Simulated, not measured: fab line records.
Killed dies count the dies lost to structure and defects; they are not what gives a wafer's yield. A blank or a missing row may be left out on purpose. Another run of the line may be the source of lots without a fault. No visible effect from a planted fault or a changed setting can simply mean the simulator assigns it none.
Which tool is to blame? :: flow gf180mcu :: 24 lots with 72 wafers sampled at 4 steps, on a route of 602 steps

WHAT EACH GAUGE READ, for each wafer
GF_V3_BOW_MEAS_05.
lot: L074
measured: day 22 12:04
on: film_metro-02
V3_BOW (um): 115 99 96

lot: L075
measured: day 22 23:22
on: film_metro-01
V3_BOW (um): 113 135 126

lot: L076
measured: day 23 00:29
on: film_metro-02
V3_BOW (um): 125 115 122

lot: L077
measured: day 23 16:11
on: film_metro-01
V3_BOW (um): 124 122 126

lot: L078
measured: day 24 03:18
on: film_metro-01
V3_BOW (um): 118 120 120

lot: L079
measured: day 24 09:56
on: film_metro-01
V3_BOW (um): 111 116 131

lot: L080
measured: day 24 11:02
on: film_metro-03
V3_BOW (um): 128 136 116

lot: L081
measured: day 25 00:44
on: film_metro-03
V3_BOW (um): 124 116 130

lot: L082
measured: day 25 01:07
on: film_metro-03
V3_BOW (um): 112 114 112

lot: L083
measured: day 25 12:55
on: film_metro-03
V3_BOW (um): 111 124 128

lot: L084
measured: day 25 19:05
on: film_metro-03
V3_BOW (um): 122 126 127

lot: L085
measured: day 26 04:56
on: film_metro-03
V3_BOW (um): 107 117 108

lot: L086
measured: day 26 06:04
on: film_metro-02
V3_BOW (um): 117 117 119

lot: L087
measured: day 26 15:02
on: film_metro-01
V3_BOW (um): 128 115 123

lot: L088
measured: day 26 19:25
on: film_metro-02
V3_BOW (um): 118 116 126

lot: L089
measured: day 27 05:37
on: film_metro-03
V3_BOW (um): 130 129 119

lot: L090
measured: day 27 11:41
on: film_metro-01
V3_BOW (um): 105 112 122

lot: L091
measured: day 27 19:45
on: film_metro-02
V3_BOW (um): 129 125 127

lot: L092
measured: day 28 00:13
on: film_metro-01
V3_BOW (um): 120 126 129

lot: L093
measured: day 28 03:05
on: film_metro-02
V3_BOW (um): 118 115 118

lot: L094
measured: day 28 11:34
on: film_metro-03
V3_BOW (um): 121 117 121

lot: L095
measured: day 28 18:24
on: film_metro-03
V3_BOW (um): 123 114 124

lot: L096
measured: day 29 01:53
on: film_metro-01
V3_BOW (um): 126 127 129

lot: L097
measured: day 29 11:40
on: film_metro-02
V3_BOW (um): 132 123 120

TOOL THAT RAN EACH LOT (tool first, then ch and the chambers of the sampled wafers, then the start)
lot: L074
GF_V1_CMP_26: cmp-02 ch 0,1,3, day 19 05:41
GF_V2_STRIP_18: plasma_asher-04 ch 0,1, day 21 09:17
GF_M3_METAL_ETCH_16: rie_metal-04 ch 0,1, day 22 10:50

lot: L075
GF_V1_CMP_26: cmp-02 ch 0,1,2, day 19 15:16
GF_V2_STRIP_18: plasma_asher-04 ch 0,1, day 21 18:26
GF_M3_METAL_ETCH_16: rie_metal-02 ch 0,1, day 22 22:07

lot: L076
GF_V1_CMP_26: cmp-01 ch 0,1,3, day 19 19:02
GF_V2_STRIP_18: plasma_asher-04 ch 0,1, day 21 22:52
GF_M3_METAL_ETCH_16: rie_metal-04 ch 0,1, day 22 23:16

lot: L077
GF_V1_CMP_26: cmp-01 ch 1,2,3, day 20 11:00
GF_V2_STRIP_18: plasma_asher-01 ch 0,1, day 22 13:54
GF_M3_METAL_ETCH_16: rie_metal-01 ch 0,1, day 23 14:59

lot: L078
GF_V1_CMP_26: cmp-01 ch 0,1,2, day 20 23:53
GF_V2_STRIP_18: plasma_asher-01 ch 0,1, day 23 01:49
GF_M3_METAL_ETCH_16: rie_metal-02 ch 1, day 24 02:04

lot: L079
GF_V1_CMP_26: cmp-01 ch 1,2,3, day 21 07:20
GF_V2_STRIP_18: plasma_asher-03 ch 0,1, day 23 08:17
GF_M3_METAL_ETCH_16: rie_metal-01 ch 0,1, day 24 08:43

lot: L080
GF_V1_CMP_26: cmp-02 ch 0,2, day 21 07:47
GF_V2_STRIP_18: plasma_asher-03 ch 0,1, day 23 09:31
GF_M3_METAL_ETCH_16: rie_metal-04 ch 0,1, day 24 09:50

lot: L081
GF_V1_CMP_26: cmp-01 ch 2,3, day 22 00:11
GF_V2_STRIP_18: plasma_asher-04 ch 0,1, day 24 01:28
GF_M3_METAL_ETCH_16: rie_metal-02 ch 0,1, day 24 23:31

lot: L082
GF_V1_CMP_26: cmp-01 ch 0,2,3, day 22 00:38
GF_V2_STRIP_18: plasma_asher-01 ch 0,1, day 24 01:38
GF_M3_METAL_ETCH_16: rie_metal-04 ch 0,1, day 24 23:52

lot: L083
GF_V1_CMP_26: cmp-02 ch 1,2,3, day 22 14:08
GF_V2_STRIP_18: plasma_asher-03 ch 0,1, day 24 14:34
GF_M3_METAL_ETCH_16: rie_metal-04 ch 0,1, day 25 11:37

lot: L084
GF_V1_CMP_26: cmp-02 ch 0,1,3, day 22 20:57
GF_V2_STRIP_18: plasma_asher-04 ch 0,1, day 24 19:29
GF_M3_METAL_ETCH_16: rie_metal-02 ch 1, day 25 17:49

lot: L085
GF_V1_CMP_26: cmp-01 ch 0,1,3, day 23 07:07
GF_V2_STRIP_18: plasma_asher-04 ch 0,1, day 25 03:53
GF_M3_METAL_ETCH_16: rie_metal-01 ch 1, day 26 03:19

lot: L086
GF_V1_CMP_26: cmp-01 ch 0,2, day 23 09:34
GF_V2_STRIP_18: plasma_asher-03 ch 0, day 25 06:00
GF_M3_METAL_ETCH_16: rie_metal-02 ch 0, day 26 04:40

lot: L087
GF_V1_CMP_26: cmp-01 ch 0,1,2, day 23 17:41
GF_V2_STRIP_18: plasma_asher-03 ch 0,1, day 25 14:40
GF_M3_METAL_ETCH_16: rie_metal-04 ch 0,1, day 26 13:49

lot: L088
GF_V1_CMP_26: cmp-02 ch 1,2,3, day 24 00:26
GF_V2_STRIP_18: plasma_asher-04 ch 0,1, day 25 19:45
GF_M3_METAL_ETCH_16: rie_metal-04 ch 0,1, day 26 18:05

lot: L089
GF_V1_CMP_26: cmp-01 ch 0,2,3, day 24 11:51
GF_V2_STRIP_18: plasma_asher-03 ch 0,1, day 26 06:01
GF_M3_METAL_ETCH_16: rie_metal-02 ch 0,1, day 27 04:25

lot: L090
GF_V1_CMP_26: cmp-02 ch 0,1,2, day 24 16:20
GF_V2_STRIP_18: plasma_asher-01 ch 0,1, day 26 12:01
GF_M3_METAL_ETCH_16: rie_metal-04 ch 0,1, day 27 10:28

lot: L091
GF_V1_CMP_26: cmp-01 ch 0,1,2, day 25 00:11
GF_V2_STRIP_18: plasma_asher-01 ch 1, day 26 20:26
GF_M3_METAL_ETCH_16: rie_metal-04 ch 1, day 27 18:31

lot: L092
GF_V1_CMP_26: cmp-02 ch 0,3, day 25 04:35
GF_V2_STRIP_18: plasma_asher-03 ch 0,1, day 27 01:08
GF_M3_METAL_ETCH_16: rie_metal-02 ch 0,1, day 27 22:58

lot: L093
GF_V1_CMP_26: cmp-01 ch 0,2,3, day 25 08:25
GF_V2_STRIP_18: plasma_asher-03 ch 0,1, day 27 04:11
GF_M3_METAL_ETCH_16: rie_metal-04 ch 0,1, day 28 01:53

lot: L094
GF_V1_CMP_26: cmp-01 ch 0,2,3, day 25 17:37
GF_V2_STRIP_18: plasma_asher-03 ch 0,1, day 27 13:32
GF_M3_METAL_ETCH_16: rie_metal-02 ch 0,1, day 28 10:22

lot: L095
GF_V1_CMP_26: cmp-02 ch 0,3, day 26 00:31
GF_V2_STRIP_18: plasma_asher-03 ch 0,1, day 27 19:51
GF_M3_METAL_ETCH_16: rie_metal-04 ch 1, day 28 17:10

lot: L096
GF_V1_CMP_26: cmp-01 ch 0,1,3, day 26 07:56
GF_V2_STRIP_18: plasma_asher-03 ch 0, day 28 02:58
GF_M3_METAL_ETCH_16: rie_metal-04 ch 0,1, day 29 00:37

lot: L097
GF_V1_CMP_26: cmp-01 ch 0,3, day 26 17:58
GF_V2_STRIP_18: plasma_asher-01 ch 0,1, day 28 13:14
GF_M3_METAL_ETCH_16: rie_metal-01 ch 0,1, day 29 10:27
- GF_V1_CMP_26: polishes, stops on SiO2, t overpolish 15 s, target thk 0 nm.
- GF_V2_STRIP_18: strips in O2/N2.
- GF_M3_METAL_ETCH_16: etches the open film in Cl2/BCl3, stops on SiO2, target depth 627.5 nm, time 104.6 s.

AS READ BY THE TOOLS THEMSELVES (means over the sampled wafers that have a number; for cases with no such wafer, the mark the record gives instead)
GF_V1_CMP_26.
lot: L074
tool: cmp-02
motor_current_A (A): 11.5
overpolish_run_s (s): 14.988
time_to_endpoint_s (s): 89

lot: L075
tool: cmp-02
motor_current_A (A): 12.0
overpolish_run_s (s): 14.995
time_to_endpoint_s (s): 82

lot: L076
tool: cmp-01
motor_current_A (A): 11.1
overpolish_run_s (s): 14.994
time_to_endpoint_s (s): 83

lot: L077
tool: cmp-01
motor_current_A (A): 11.2
overpolish_run_s (s): 14.991
time_to_endpoint_s (s): 84

lot: L078
tool: cmp-01
motor_current_A (A): 11.3
overpolish_run_s (s): 15.000
time_to_endpoint_s (s): 83

lot: L079
tool: cmp-01
motor_current_A (A): 11.2
overpolish_run_s (s): 14.992
time_to_endpoint_s (s): 86

lot: L080
tool: cmp-02
motor_current_A (A): 11.9
overpolish_run_s (s): 15.000
time_to_endpoint_s (s): 85

lot: L081
tool: cmp-01
motor_current_A (A): 11.2
overpolish_run_s (s): 14.986
time_to_endpoint_s (s): 83

lot: L082
tool: cmp-01
motor_current_A (A): 11.3
overpolish_run_s (s): 15.002
time_to_endpoint_s (s): 79

lot: L083
tool: cmp-02
motor_current_A (A): 11.5
overpolish_run_s (s): 14.997
time_to_endpoint_s (s): 88

lot: L084
tool: cmp-02
motor_current_A (A): 11.5
overpolish_run_s (s): 15.002
time_to_endpoint_s (s): 88

lot: L085
tool: cmp-01
motor_current_A (A): 11.6
overpolish_run_s (s): 14.995
time_to_endpoint_s (s): 79

lot: L086
tool: cmp-01
motor_current_A (A): 11.7
overpolish_run_s (s): 14.994
time_to_endpoint_s (s): 79

lot: L087
tool: cmp-01
motor_current_A (A): 11.5
overpolish_run_s (s): 15.001
time_to_endpoint_s (s): 79

lot: L088
tool: cmp-02
motor_current_A (A): 12.1
overpolish_run_s (s): 15.000
time_to_endpoint_s (s): 87

lot: L089
tool: cmp-01
motor_current_A (A): 11.4
overpolish_run_s (s): 15.000
time_to_endpoint_s (s): 80

lot: L090
tool: cmp-02
motor_current_A (A): 11.9
overpolish_run_s (s): 15.002
time_to_endpoint_s (s): 86

lot: L091
tool: cmp-01
motor_current_A (A): 11.3
overpolish_run_s (s): 15.005
time_to_endpoint_s (s): 79

lot: L092
tool: cmp-02
motor_current_A (A): 11.8
overpolish_run_s (s): 14.996
time_to_endpoint_s (s): 89

lot: L093
tool: cmp-01
motor_current_A (A): 11.4
overpolish_run_s (s): 14.994
time_to_endpoint_s (s): 78

lot: L094
tool: cmp-01
motor_current_A (A): 11.6
overpolish_run_s (s): 14.993
time_to_endpoint_s (s): 79

lot: L095
tool: cmp-02
motor_current_A (A): 11.8
overpolish_run_s (s): 15.011
time_to_endpoint_s (s): 91

lot: L096
tool: cmp-01
motor_current_A (A): 11.4
overpolish_run_s (s): 14.995
time_to_endpoint_s (s): 77

lot: L097
tool: cmp-01
motor_current_A (A): 11.5
overpolish_run_s (s): 15.000
time_to_endpoint_s (s): 81

GF_V2_STRIP_18.
lot: L074
tool: plasma_asher-04
drypump_motor_current_A (A): 6.3
heater_power_w (W): 340
oes_product_au (a.u.): 0.595
platen_temp_c (C): 249.89

lot: L075
tool: plasma_asher-04
drypump_motor_current_A (A): 6.5
heater_power_w (W): 330
oes_product_au (a.u.): 0.591
platen_temp_c (C): 250.07

lot: L076
tool: plasma_asher-04
drypump_motor_current_A (A): 6.3
heater_power_w (W): 341
oes_product_au (a.u.): 0.593
platen_temp_c (C): 249.95

lot: L077
tool: plasma_asher-01
drypump_motor_current_A (A): 5.4
heater_power_w (W): 324
oes_product_au (a.u.): 0.592
platen_temp_c (C): 249.74

lot: L078
tool: plasma_asher-01
drypump_motor_current_A (A): 5.4
heater_power_w (W): 327
oes_product_au (a.u.): 0.594
platen_temp_c (C): 250.06

lot: L079
tool: plasma_asher-03
drypump_motor_current_A (A): 5.9
heater_power_w (W): 324
oes_product_au (a.u.): 0.593
platen_temp_c (C): 250.04

lot: L080
tool: plasma_asher-03
drypump_motor_current_A (A): 5.5
heater_power_w (W): 314
oes_product_au (a.u.): 0.591
platen_temp_c (C): 250.05

lot: L081
tool: plasma_asher-04
drypump_motor_current_A (A): 6.3
heater_power_w (W): 339
oes_product_au (a.u.): 0.593
platen_temp_c (C): 250.17

lot: L082
tool: plasma_asher-01
drypump_motor_current_A (A): 5.4
heater_power_w (W): 325
oes_product_au (a.u.): 0.590
platen_temp_c (C): 250.02

lot: L083
tool: plasma_asher-03
drypump_motor_current_A (A): 5.9
heater_power_w (W): 324
oes_product_au (a.u.): 0.596
platen_temp_c (C): 250.13

lot: L084
tool: plasma_asher-04
drypump_motor_current_A (A): 6.2
heater_power_w (W): 343
oes_product_au (a.u.): 0.590
platen_temp_c (C): 249.87

lot: L085
tool: plasma_asher-04
drypump_motor_current_A (A): 6.5
heater_power_w (W): 334
oes_product_au (a.u.): 0.592
platen_temp_c (C): 250.03

lot: L086
tool: plasma_asher-03
drypump_motor_current_A (A): 6.2
heater_power_w (W): 323
oes_product_au (a.u.): 0.597
platen_temp_c (C): 250.00

lot: L087
tool: plasma_asher-03
drypump_motor_current_A (A): 5.9
heater_power_w (W): 321
oes_product_au (a.u.): 0.590
platen_temp_c (C): 249.76

lot: L088
tool: plasma_asher-04
drypump_motor_current_A (A): 6.3
heater_power_w (W): 344
oes_product_au (a.u.): 0.593
platen_temp_c (C): 250.05

lot: L089
tool: plasma_asher-03
drypump_motor_current_A (A): 5.9
heater_power_w (W): 325
oes_product_au (a.u.): 0.593
platen_temp_c (C): 250.31

lot: L090
tool: plasma_asher-01
drypump_motor_current_A (A): 5.4
heater_power_w (W): 329
oes_product_au (a.u.): 0.591
platen_temp_c (C): 249.98

lot: L091
tool: plasma_asher-01
drypump_motor_current_A (A): 5.9
heater_power_w (W): 323
oes_product_au (a.u.): 0.591
platen_temp_c (C): 249.98

lot: L092
tool: plasma_asher-03
drypump_motor_current_A (A): 5.9
heater_power_w (W): 325
oes_product_au (a.u.): 0.592
platen_temp_c (C): 249.97

lot: L093
tool: plasma_asher-03
drypump_motor_current_A (A): 5.9
heater_power_w (W): 321
oes_product_au (a.u.): 0.597
platen_temp_c (C): 250.03

lot: L094
tool: plasma_asher-03
drypump_motor_current_A (A): 5.5
heater_power_w (W): 314
oes_product_au (a.u.): 0.589
platen_temp_c (C): 249.82

lot: L095
tool: plasma_asher-03
drypump_motor_current_A (A): 5.9
heater_power_w (W): 323
oes_product_au (a.u.): 0.591
platen_temp_c (C): 250.11

lot: L096
tool: plasma_asher-03
drypump_motor_current_A (A): 6.2
heater_power_w (W): 328
oes_product_au (a.u.): 0.588
platen_temp_c (C): 250.18

lot: L097
tool: plasma_asher-01
drypump_motor_current_A (A): 5.7
heater_power_w (W): 323
oes_product_au (a.u.): 0.590
platen_temp_c (C): 249.93

GF_M3_METAL_ETCH_16.
lot: L074
tool: rie_metal-04
drypump_motor_current_A (A): 6.6
oes_product_au (a.u.): 0.970
throttle_valve_pct (%): 28.253

lot: L075
tool: rie_metal-02
drypump_motor_current_A (A): 6.0
oes_product_au (a.u.): 0.975
throttle_valve_pct (%): 28.253

lot: L076
tool: rie_metal-04
drypump_motor_current_A (A): 6.6
oes_product_au (a.u.): 0.968
throttle_valve_pct (%): 28.251

lot: L077
tool: rie_metal-01
drypump_motor_current_A (A): 5.8
oes_product_au (a.u.): 0.965
throttle_valve_pct (%): 28.249

lot: L078
tool: rie_metal-02
drypump_motor_current_A (A): 6.5
oes_product_au (a.u.): 0.973
throttle_valve_pct (%): 28.244

lot: L079
tool: rie_metal-01
drypump_motor_current_A (A): 5.6
oes_product_au (a.u.): 0.972
throttle_valve_pct (%): 28.241

lot: L080
tool: rie_metal-04
drypump_motor_current_A (A): 6.6
oes_product_au (a.u.): 0.968
throttle_valve_pct (%): 28.252

lot: L081
tool: rie_metal-02
drypump_motor_current_A (A): 5.9
oes_product_au (a.u.): 0.981
throttle_valve_pct (%): 28.236

lot: L082
tool: rie_metal-04
drypump_motor_current_A (A): 6.6
oes_product_au (a.u.): 0.969
throttle_valve_pct (%): 28.250

lot: L083
tool: rie_metal-04
drypump_motor_current_A (A): 6.6
oes_product_au (a.u.): 0.969
throttle_valve_pct (%): 28.254

lot: L084
tool: rie_metal-02
drypump_motor_current_A (A): 6.5
oes_product_au (a.u.): 0.973
throttle_valve_pct (%): 28.248

lot: L085
tool: rie_metal-01
drypump_motor_current_A (A): 5.5
oes_product_au (a.u.): 0.976
throttle_valve_pct (%): 28.252

lot: L086
tool: rie_metal-02
drypump_motor_current_A (A): 5.7
oes_product_au (a.u.): 0.968
throttle_valve_pct (%): 28.242

lot: L087
tool: rie_metal-04
drypump_motor_current_A (A): 6.6
oes_product_au (a.u.): 0.976
throttle_valve_pct (%): 28.240

lot: L088
tool: rie_metal-04
drypump_motor_current_A (A): 6.6
oes_product_au (a.u.): 0.981
throttle_valve_pct (%): 28.242

lot: L089
tool: rie_metal-02
drypump_motor_current_A (A): 6.2
oes_product_au (a.u.): 0.969
throttle_valve_pct (%): 28.251

lot: L090
tool: rie_metal-04
drypump_motor_current_A (A): 6.7
oes_product_au (a.u.): 0.973
throttle_valve_pct (%): 28.249

lot: L091
tool: rie_metal-04
drypump_motor_current_A (A): 6.5
oes_product_au (a.u.): 0.984
throttle_valve_pct (%): 28.239

lot: L092
tool: rie_metal-02
drypump_motor_current_A (A): 5.9
oes_product_au (a.u.): 0.982
throttle_valve_pct (%): 28.253

lot: L093
tool: rie_metal-04
drypump_motor_current_A (A): 6.6
oes_product_au (a.u.): 0.971
throttle_valve_pct (%): 28.250

lot: L094
tool: rie_metal-02
drypump_motor_current_A (A): 6.0
oes_product_au (a.u.): 0.973
throttle_valve_pct (%): 28.247

lot: L095
tool: rie_metal-04
drypump_motor_current_A (A): 6.5
oes_product_au (a.u.): 0.974
throttle_valve_pct (%): 28.244

lot: L096
tool: rie_metal-04
drypump_motor_current_A (A): 6.6
oes_product_au (a.u.): 0.973
throttle_valve_pct (%): 28.253

lot: L097
tool: rie_metal-01
drypump_motor_current_A (A): 5.8
oes_product_au (a.u.): 0.967
throttle_valve_pct (%): 28.255

THE ANSWER, worked out from the rows above alone
Rule: what is usual is taken from the lots themselves. Put in order of their means at a reading, lots are off if they are a third of the lots or fewer, leave a main group of 4 or more, and stand apart from it by a gap of 3 or more times the standard deviation of the main group's means; of several such gaps the widest counts. The tables above print the reading to a certain number of digits; a main group whose means all agree to those digits is not used. A lot without any number at a reading at which 4 lots or more have one is off too. All remaining lots with rows at the step are treated as sound. First the gauges in route order, then the tools' own readings, where a lot's mean is used as printed above. At the first step where some lot is off, the reading lying furthest off is the one used; lots without a number count as furthest.
Nothing can be told from this: no lot is off at any reading shown.

WHAT HAD BEEN PUT IN BY THE SIMULATOR
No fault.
